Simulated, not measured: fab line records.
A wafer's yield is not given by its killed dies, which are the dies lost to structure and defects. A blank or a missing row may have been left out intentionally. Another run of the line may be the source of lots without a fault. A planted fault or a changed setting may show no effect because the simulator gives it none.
Which tool was responsible?    flow gf180mcu    12 lots, 36 wafers sampled, at 6 steps of a route of 602

== WHAT EACH GAUGE READ, for each wafer ==
GF_LVPWELL_TW_MEAS_11.
lot   measured     on             LVPWELL_TW
L518  day 4 02:41  film-metro-01  560 554 554
L519  day 4 07:23  film-metro-04  561 559 563
L520  day 4 11:05  film-metro-01  557 555 556
L521  day 4 23:19  film-metro-01  554 556 554
L522  day 4 23:40  film-metro-04  560 561 563
L523  day 5 02:06  film-metro-01  551 554 555
L524  day 5 08:24  film-metro-01  555 556 555
L525  day 5 12:02  film-metro-04  564 562 562
L526  day 5 20:09  film-metro-01  556 555 556
L527  day 5 23:53  film-metro-01  556 553 557
L534  day 7 14:38  film-metro-04  548 551 546 546 544 548
L537  day 8 08:54  film-metro-03  545 549 548 547 549 549

GF_VT_IMPLANT_RS_MEAS_48: uses a four-point probe to measure.
lot   measured      on             LVPWELL_RS (ohm/sq)
L518  day 7 21:00   film-metro-04  1200.0 1201.0 1201.7
L519  day 8 01:30   film-metro-03  1198.4 1195.5 1193.7
L520  day 8 05:12   film-metro-03  1198.5 1197.6 1201.8
L521  day 8 20:25   film-metro-03  1198.1 1195.2 1199.6
L522  day 8 20:43   film-metro-01  1193.7 1194.4 1192.3
L523  day 9 01:44   film-metro-04  1195.9 1196.9 1195.0
L524  day 9 07:05   film-metro-01  1199.2 1193.4 1195.8
L525  day 9 10:34   film-metro-04  1190.3 1193.4 1189.6
L526  day 9 20:59   film-metro-04  1194.9 1190.9 1191.3
L527  day 10 01:05  film-metro-04  1195.2 1198.2 1196.9
L534  day 12 02:20  film-metro-03  1246.4 1251.2 1247.0 1247.5 1251.0 1251.7
L537  day 12 23:09  film-metro-04  1255.2 1255.6 1255.5 1251.3 1253.7 1253.2

GF_M1_THK_MEAS_06: measures by xrf.
lot   measured      on             M1_ALCU_THK (nm)
L518  day 16 14:10  film-metro-04  455 452 453
L519  day 16 16:43  film-metro-04  459 452 448
L520  day 17 03:17  film-metro-02  458 460 454
L521  day 17 16:38  film-metro-01  451 451 454
L522  day 17 21:51  film-metro-02  459 455 453
L523  day 18 02:35  film-metro-02  447 453 446
L524  day 18 08:23  film-metro-01  454 452 450
L525  day 18 12:57  film-metro-02  472 463 467
L526  day 19 04:41  film-metro-04  455 453 459
L527  day 19 11:33  film-metro-04  455 451 454
L534  day 22 01:13  film-metro-01  451 456 452
L537  day 23 01:40  film-metro-02  452 455 449

GF_V1_THK_MEAS_25: measures by xrf.
lot   measured      on             V1_W_THK (nm)
L518  day 18 14:32  film-metro-02  354 357 354
L519  day 18 18:08  film-metro-01  347 348 349
L520  day 19 04:49  film-metro-01  352 357 359
L521  day 19 19:32  film-metro-01  349 352 346
L522  day 20 00:58  film-metro-02  347 345 346
L523  day 20 05:25  film-metro-03  362 365 361
L524  day 20 11:41  film-metro-03  359 362 357
L525  day 20 16:39  film-metro-02  339 339 337
L526  day 21 07:40  film-metro-01  348 348 349
L527  day 21 13:53  film-metro-02  350 352 352
L534  day 24 01:30  film-metro-03  350 359 350
L537  day 25 01:26  film-metro-02  354 359 357

== WHAT TOOL EACH LOT RAN ON (gives the tool, then ch and the chambers of the sampled wafers, and finally the start) ==
lot   GF_LVPWELL_IMPLANT_08           GF_M1_STRIP_17
L518  implanter-01 ch 0, day 4 02:19  plasma-asher-03 ch 0, day 17 13:08
L519  implanter-03 ch 0, day 4 06:59  plasma-asher-03 ch 0,1, day 17 16:05
L520  implanter-03 ch 0, day 4 10:41  plasma-asher-04 ch 0, day 18 02:50
L521  implanter-03 ch 0, day 4 22:56  plasma-asher-02 ch 0,1, day 18 16:47
L522  implanter-04 ch 0, day 4 23:17  plasma-asher-02 ch 0, day 18 22:21
L523  implanter-03 ch 0, day 5 01:44  plasma-asher-04 ch 0,1, day 19 02:21
L524  implanter-04 ch 0, day 5 08:00  plasma-asher-03 ch 0,1, day 19 09:08
L525  implanter-04 ch 0, day 5 11:39  plasma-asher-02 ch 0,1, day 19 13:53
L526  implanter-04 ch 0, day 5 19:47  plasma-asher-02 ch 0,1, day 20 06:02
L527  implanter-04 ch 0, day 5 23:29  plasma-asher-02 ch 0,1, day 20 11:53
L534  implanter-04 ch 0, day 7 14:16  plasma-asher-04 ch 0,1, day 23 00:32
L537  implanter-04 ch 0, day 8 08:30  plasma-asher-04 ch 0,1, day 24 00:26
- GF_LVPWELL_IMPLANT_08
- GF_M1_STRIP_17: strips in O2/N2.

== WHAT THE TOOLS THEMSELVES READ (means of the sampled wafers that have a number; where no wafer has one, the mark that the record gives instead) ==
GF_M1_STRIP_17.
lot   tool             drypump-motor-current-A (A)  heater-power-w (W)  oes-product-au (a.u.)  strip-time-to-endpoint-s (s)
L518  plasma-asher-03  4.7                          285                 0.535                  7.39
L519  plasma-asher-03  4.8                          304                 0.536                  7.34
L520  plasma-asher-04  5.1                          357                 0.530                  7.37
L521  plasma-asher-02  5.2                          356                 0.538                  7.40
L522  plasma-asher-02  4.7                          373                 0.534                  7.39
L523  plasma-asher-04  5.4                          361                 0.538                  7.41
L524  plasma-asher-03  4.8                          302                 0.535                  7.37
L525  plasma-asher-02  5.2                          362                 0.541                  7.36
L526  plasma-asher-02  5.7                          343                 0.536                  7.38
L527  plasma-asher-02  5.7                          342                 0.536                  7.37
L534  plasma-asher-04  5.4                          366                 0.539                  7.40
L537  plasma-asher-04  5.8                          375                 0.540                  7.43

== THE ANSWER, worked out from the rows above alone ==
Rule: the lots themselves supply what counts as usual. The widest of any qualifying gaps counts: lots, ordered by their means at a reading, are off when they make up no more than a third of the lots, leave a main group of 4 or more, and stand apart from it by 3 or more times the standard deviation of that group's means. A main group whose means are all the same, to the digits that the tables above print for the reading, isn't used. A lot without any number at a reading at which 4 lots or more have one is off too. Any other lot the step has rows for is counted as sound. The gauges are gone through in route order, then the tools' own readings, and for those a lot's mean is taken as printed above. The first step at which some lot is off is used, and at that step the reading that is off furthest; a lot without a number counts as furthest.
Off: at GF_VT_IMPLANT_RS_MEAS_48 (LVPWELL_RS), L534, L537. The main group: mean 1195.9 ohm/sq, standard deviation 2.9.
If a tool, at a process step before that reading, ran all the lots that are off and no sound lot after the first of them, it fits. Those tools and the gauges at GF_VT_IMPLANT_RS_MEAS_48 are tried in the same way. One fits: GF_LVPWELL_IMPLANT_08 on implanter-04. A fault onset in the window from L527 (day 5 23:29, its last sound lot) to L534 (day 7 14:16, its first lot off) fits.

== WHAT THE SIMULATOR HAD PUT IN ==
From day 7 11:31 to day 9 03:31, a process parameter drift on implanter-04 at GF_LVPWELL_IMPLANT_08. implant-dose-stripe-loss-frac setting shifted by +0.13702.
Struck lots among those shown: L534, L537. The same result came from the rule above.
